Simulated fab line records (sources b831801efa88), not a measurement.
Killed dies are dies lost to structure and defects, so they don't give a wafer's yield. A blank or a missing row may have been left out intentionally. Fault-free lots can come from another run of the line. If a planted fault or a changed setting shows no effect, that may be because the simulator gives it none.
Problem report, 8D (eight disciplines) form, completed by code + flow gf180mcu + the parts of the form that need people (team, actions taken, sign-off) are left out

== 1. THE PROBLEM ==
MVSD_RS at GF_VT_IMPLANT_RS_MEAS_46 reads a mean of 439.3 ohm/sq on 3 wafers of 2 lots; wafers without a fault read 457.4 ohm/sq with a standard deviation of 1.1. That puts it -16 standard deviations away from the usual mean.
The step: measures by four-point-probe.
Earliest sighting: wafer L412.4 on filmMetro-02 at day 11 14:45. Wafers with a number at this step in the record: 38, from 13 lots. Rule for "out", or "out of limits": more than 4 standard deviations from the usual mean. The rest of the wafers with a number are treated as sound.

== 2. WHAT IT IS, WHAT IT ISN'T ==
| question                    | is                         | is not                                                                                 |
|-----------------------------|----------------------------|----------------------------------------------------------------------------------------|
| which readings at this step | MVSD_RS                    | -                                                                                      |
| which lots                  | L412, L413                 | L399, L401, L402, L404, L405, L406, L408, L410, L418, L420, L421                       |
| which wafers of those lots  | L412.4, L412.6, L413.4     | L412.1, L413.3                                                                         |
| read on which gauges        | filmMetro-02, filmMetro-03 | filmMetro-04                                                                           |
| when                        | from day 11 14:45          | up to then (25 sound wafers); but 10 sound wafers of L413, L418, L420, L421 came after |

== 3. WHAT RULES OUT EACH SUSPECT ==
Counting: if a tool at a process step up to the reading ran every lot that is out, it stays a suspect. Sound lots after the first of them don't rule it out here, since some wafers of a struck lot are sound.
- the gauge at GF_VT_IMPLANT_RS_MEAS_46 is ruled out. 2 gauges (filmMetro-02, filmMetro-03) read the wafers that are out.
- implanter-01 at GF_MVSD_IMPLANT_09: kept. Ran every lot that is out, first one L412 (day 7 22:38); last sound lot up to then L410 (day 7 15:38). Out on those wafers are its own readings of beamOnS, faradayCurrentUA.
Left after counting: implanter-01 at GF_MVSD_IMPLANT_09.

== 4. THE CAUSE (what the simulator had put in) ==
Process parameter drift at GF_MVSD_IMPLANT_09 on implanter-01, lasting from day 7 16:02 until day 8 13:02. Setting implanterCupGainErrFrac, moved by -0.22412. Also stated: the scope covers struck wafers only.
Counting left only this tool.

== 5. THE CHAIN OF EFFECTS, in route order ==
Each row: a reading whose mean over the struck wafers that have a number lies more than 3 standard deviations from the usual. Readings are gone through only where the record gives a usual standard deviation; hours: the median, over the lots, of the time from a lot's start at the first step in this table giving one to that lot's start at this step; sigmas: the change measured in usual standard deviations.
| hours | step                     | reading          | usual        | on struck wafers | change | sigmas |
|-------|--------------------------|------------------|--------------|------------------|--------|--------|
| 0     | GF_MVSD_IMPLANT_09       | beamOnS          | 9.99 s       | 12.75            | +2.76  | +15    |
| 0     | GF_MVSD_IMPLANT_09       | faradayCurrentUA | 28.2         | 22.2             | -6.0   | -11    |
| 89    | GF_VT_IMPLANT_RS_MEAS_46 | MVSD_RS          | 457.4 ohm/sq | 439.3            | -18.1  | -16    |
Process steps it contains:
- GF_MVSD_IMPLANT_09

== 6. WHAT WOULD HAVE CAUGHT IT SOONER ==
Counted from the fault's start at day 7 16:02, it took 95 hours until the first out-of-limits reading at a measuring or inspecting step in this record, taken at day 11 14:45.
The tool's own readings at GF_MVSD_IMPLANT_09 were out on every struck wafer that the step has a row for (beamOnS, faradayCurrentUA): an alarm limit on them would have fired on the first of those.
By day 11 14:45, every lot that is out (2) had started GF_MVSD_IMPLANT_09 on implanter-01. Holding the tool at that point would not have protected any of them.
